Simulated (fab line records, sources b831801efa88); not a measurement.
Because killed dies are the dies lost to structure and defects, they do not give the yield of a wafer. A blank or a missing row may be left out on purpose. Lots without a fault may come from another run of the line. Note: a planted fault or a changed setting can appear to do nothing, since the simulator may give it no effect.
Comparing a struck lot with a sound one -- flow gf180mcu -- 14 out of 602 route steps
Sound: the wafers L246.1, L246.5, L246.6. Struck: wafers L233.1, L233.2, L233.6. The cause is named last.
Each step with rows lists, per side, the tool, then ch with its chambers, then its first start. Under that, the readings that differ: sound wafers -- struck wafers -- difference of the means -- sigmas: that difference in standard deviations of wafers without a fault.
alike: words and numbers the same on both sides, and readings whose means are apart by under 2 such deviations; not compared: readings that were withheld, readings missing a value for some wafer, numbers with overlapping values and no deviation given by the record, and bounds like >300 which may hide the same value.
Wherever a step has rows on one side only, a row that says differs or no value, or a row with sigmas, the two part there. Numbers that have no deviation but don't overlap get no sigmas and don't part them. A reading that every wafer of one side lacks parts them only if that side has two wafers or more.

GF_DUAL_GATE_OVL_MEAS_11:
  sound on overlay-02 at day 14 14:44; struck on overlay-01 at day 11 10:07
  alike: DUAL_GATE_OVL
then, 1 step without rows for these wafers: GF_DUAL_GATE_WET_ETCH_12 (etches SiO2 in dHF, target depth 13 nm, time 260 s).
GF_DUAL_GATE_STRIP_13: strips in O2/N2.
  sound on plasma_asher-04 ch 0,1, day 14 14:52; struck on plasma_asher-01 ch 0,1, day 11 10:14
  alike: drypump_motor_current_A, heater_power_w, oes_product_au, strip_time_to_endpoint_s
  not compared: rf_hours_counter_h
then, 3 steps without rows for these wafers: GF_DUAL_GATE_CLEAN_14 (cleans in SC1/SC2, time 150 s); GF_DUAL_GATE_OXIDATION_15 (stabilise 600 s, purge 300 s, target thk 7.098 nm); GF_POLY_GATE_CVD_00 (deposits poly-Si, target thk 200 nm, time 1200 s).
GF_POLY_GATE_THK_MEAS_01:
  sound on film_metro-03 at day 14 21:23; struck on film_metro-02 at day 11 14:12
  alike: POLY_GATE_CVD_00_THK
then, 5 steps without rows for these wafers: GF_POLY_GATE_DEHYDRATE_02 (time 60 s); GF_POLY_GATE_HMDS_03 (prime time 60 s); GF_POLY_GATE_COAT_04; GF_POLY_GATE_COAT_05 (resist thk 700 nm); GF_POLY_GATE_SOFTBAKE_06 (time 60 s).
GF_POLY_GATE_EXPOSE_07: exposes mask Poly2, target cd 280 nm.
  struck on krf_scanner-01, day 11 23:26; sound on krf_scanner-01 ch 0, day 15 08:41
  no value came back on the struck wafers for exposure_dose_mJ_cm2, focus_offset_nm (nm); on the sound wafers exposure_dose_mJ_cm2 reads 28.01 28.00 28.04
  alike: mask
then, 1 step without rows for these wafers: GF_POLY_GATE_PEB_08 (peb time 90 s).

WHERE THEY PART
At GF_POLY_GATE_EXPOSE_07 and nowhere else, as far as this record goes.

WHY: what the simulator had put in
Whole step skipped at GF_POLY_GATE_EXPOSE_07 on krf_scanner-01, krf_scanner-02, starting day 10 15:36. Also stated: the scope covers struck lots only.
